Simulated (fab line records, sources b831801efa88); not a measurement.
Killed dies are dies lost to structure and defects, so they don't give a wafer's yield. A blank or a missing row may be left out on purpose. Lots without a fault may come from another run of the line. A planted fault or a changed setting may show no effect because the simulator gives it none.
A struck lot beside a sound one | flow gf180mcu | 14 steps out of a route of 602
Sound: wafers L438.1, L438.3, L438.5. Struck: wafers L441.2, L441.3, L441.6. The cause comes at the end.
At each step with rows: each side's tool, then ch and its chambers, then its first start. Under that, the readings that differ: sound wafers | struck wafers | difference of the means | sigmas: that difference in standard deviations of wafers without a fault.
alike: readings whose means differ by less than 2 such deviations, and words and numbers that are the same on both sides. not compared: withheld readings, readings that some wafer has no value for, bounds like >300 that may hide the same value, and numbers for which the record gives no deviation and whose values overlap.
The two part at a step that has a row with sigmas, a row that says differs or no value, or rows on one side only. Numbers that don't overlap but have no deviation are shown without sigmas and don't part them. A reading that every wafer of one side lacks parts them only if that side has two wafers or more.

GF_HV_LDD_RS_MEAS_53: measures by four-point-probe.
  sound on film_metro-04, day 13 21:20; struck on film_metro-03, day 15 00:13
  alike: HV_LDD_RS
then, 1 step without rows for these wafers: GF_HV_LDD_CVD_54 (deposits SiO2 from TEOS, target thk 10 nm, time 75 s).
GF_HV_LDD_THK_MEAS_55:
  sound on film_metro-01, day 13 22:28; struck on film_metro-03, day 15 01:20
  alike: HV_LDD_CVD_54_THK
then, 1 step without rows for these wafers: GF_HV_LDD_CVD_56 (deposits Si3N4 from DCS/NH3, target thk 90 nm, time 1543 s).
GF_HV_LDD_THK_MEAS_57:
  sound on film_metro-01, day 14 00:13; struck on film_metro-03, day 15 02:50
  alike: HV_LDD_CVD_56_THK
GF_HV_LDD_ETCHBACK_58: etches Si3N4 in CH3F/O2, stops on SiO2, time 100 s, target depth 90 nm.
  sound on rie_diel-01 ch 0,3, day 14 00:16; struck on rie_diel-01 ch 1,2, day 15 02:53
  alike: drypump_motor_current_A, oes_product_au, throttle_valve_pct
  not compared: rf_hours_counter_h
then, 6 steps without rows for these wafers: GF_NSD_DEHYDRATE_00 (time 60 s); GF_NSD_HMDS_01 (prime time 60 s); GF_NSD_COAT_02 (resist thk 1000 nm); GF_NSD_SOFTBAKE_03 (time 60 s); GF_NSD_EXPOSE_04 (exposes mask Nplus, target cd 400 nm); GF_NSD_PEB_05.
GF_NSD_DEVELOP_06: develop time 60 s.
  sound on litho_track-02 ch 0, day 14 20:57; struck on litho_track-02 ch 0, day 16 00:35
GF_NSD_CD_MEAS_07: target cd 400 nm.
  sound on cd_sem-01, day 14 21:06; struck on cd_sem-01, day 16 01:01
  reading    | sound             | struck            | difference | sigmas
  cd_nm (nm) | 402.0 397.4 399.2 | 280.7 282.1 280.1 | -118.6     | -47
  not compared: hold

WHERE THEY PART
Only at GF_NSD_CD_MEAS_07, within this record.

WHY: what the simulator had put in
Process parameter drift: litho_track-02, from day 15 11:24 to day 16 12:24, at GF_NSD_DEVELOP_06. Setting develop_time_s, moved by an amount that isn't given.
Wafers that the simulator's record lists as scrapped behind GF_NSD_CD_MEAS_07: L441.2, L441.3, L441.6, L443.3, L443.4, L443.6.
